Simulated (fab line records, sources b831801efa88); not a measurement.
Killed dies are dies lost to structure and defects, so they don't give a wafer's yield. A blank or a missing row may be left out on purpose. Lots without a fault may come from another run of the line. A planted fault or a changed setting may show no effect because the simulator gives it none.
Which tool did it? | flow gf180mcu | 13 lots, 39 wafers sampled, at 2 steps of a route of 602

WHAT THE GAUGES READ, wafer by wafer
GF_V2_THK_MEAS_03.
lot  | measured     | on            | V2_CVD_02_THK (nm)
L925 | day 19 06:23 | film_metro-03 | 836 857 853
L924 | day 19 07:31 | film_metro-03 | 847 866 866
L926 | day 19 19:22 | film_metro-04 | 848 859 866
L927 | day 20 01:52 | film_metro-01 | 849 823 844
L928 | day 20 07:16 | film_metro-03 | 860 865 878
L929 | day 20 16:32 | film_metro-04 | 865 858 867
L936 | day 23 19:23 | film_metro-01 | 847 842 849
L938 | day 24 12:25 | film_metro-03 | 857 847 868
L939 | day 24 12:38 | film_metro-04 | 862 844 858
L943 | day 26 02:35 | film_metro-01 | 850 840 843
L946 | day 26 20:26 | film_metro-03 | 844 847 851
L945 | day 26 21:59 | film_metro-04 | 838 847 855
L947 | day 27 16:56 | film_metro-03 | 839 852 858

WHICH TOOL RAN EACH LOT (tool, then ch and the chambers of the sampled wafers, then the start)
lot  | GF_M2_SPUTTER_04
L925 | pvd_sputter-03, day 18 05:28
L924 | pvd_sputter-02, day 18 06:16
L926 | pvd_sputter-03, day 18 18:06
L927 | pvd_sputter-01, day 18 23:59
L928 | pvd_sputter-01, day 19 06:41
L929 | pvd_sputter-03, day 19 15:35
L936 | pvd_sputter-02, day 22 19:28
L938 | pvd_sputter-03, day 23 12:49
L939 | pvd_sputter-02, day 23 13:24
L943 | pvd_sputter-02, day 25 04:52
L946 | pvd_sputter-03, day 25 22:53
L945 | pvd_sputter-03, day 26 00:20
L947 | pvd_sputter-02, day 26 19:33
- GF_M2_SPUTTER_04: material TiN, target thk 50 nm, time 41.7 s.

WHAT THE TOOLS THEMSELVES READ (means of the sampled wafers that have a number; where no wafer has one, the mark that the record gives instead)
GF_M2_SPUTTER_04.
lot  | tool           | throttle_valve_pct (%)
L925 | pvd_sputter-03 | 28.4
L924 | pvd_sputter-02 | 29.1
L926 | pvd_sputter-03 | 28.3
L927 | pvd_sputter-01 | 30.4
L928 | pvd_sputter-01 | 29.9
L929 | pvd_sputter-03 | 28.6
L936 | pvd_sputter-02 | 28.9
L938 | pvd_sputter-03 | 28.2
L939 | pvd_sputter-02 | 29.5
L943 | pvd_sputter-02 | 29.5
L946 | pvd_sputter-03 | 28.0
L945 | pvd_sputter-03 | 28.1
L947 | pvd_sputter-02 | 28.8

THE ANSWER, worked out from the rows above alone
Rule: what is usual is taken from the lots themselves. Put in order of their means at a reading, lots are off if they are a third of the lots or fewer, leave a main group of 4 or more, and stand apart from it by a gap of 3 or more times the standard deviation of the main group's means; of several such gaps the widest counts. A main group whose means are all the same, to the digits that the tables above print for the reading, isn't used. A lot without any number at a reading at which 4 lots or more have one is off too. The other lots that the step has rows for count as sound. The gauges are gone through in route order, then the tools' own readings, and for those a lot's mean is taken as printed above. The first step at which some lot is off is used, and at that step the reading that is off furthest; a lot without a number counts as furthest.
No lot is off at any reading shown: from this, nothing can be told.

WHAT THE SIMULATOR HAD PUT IN
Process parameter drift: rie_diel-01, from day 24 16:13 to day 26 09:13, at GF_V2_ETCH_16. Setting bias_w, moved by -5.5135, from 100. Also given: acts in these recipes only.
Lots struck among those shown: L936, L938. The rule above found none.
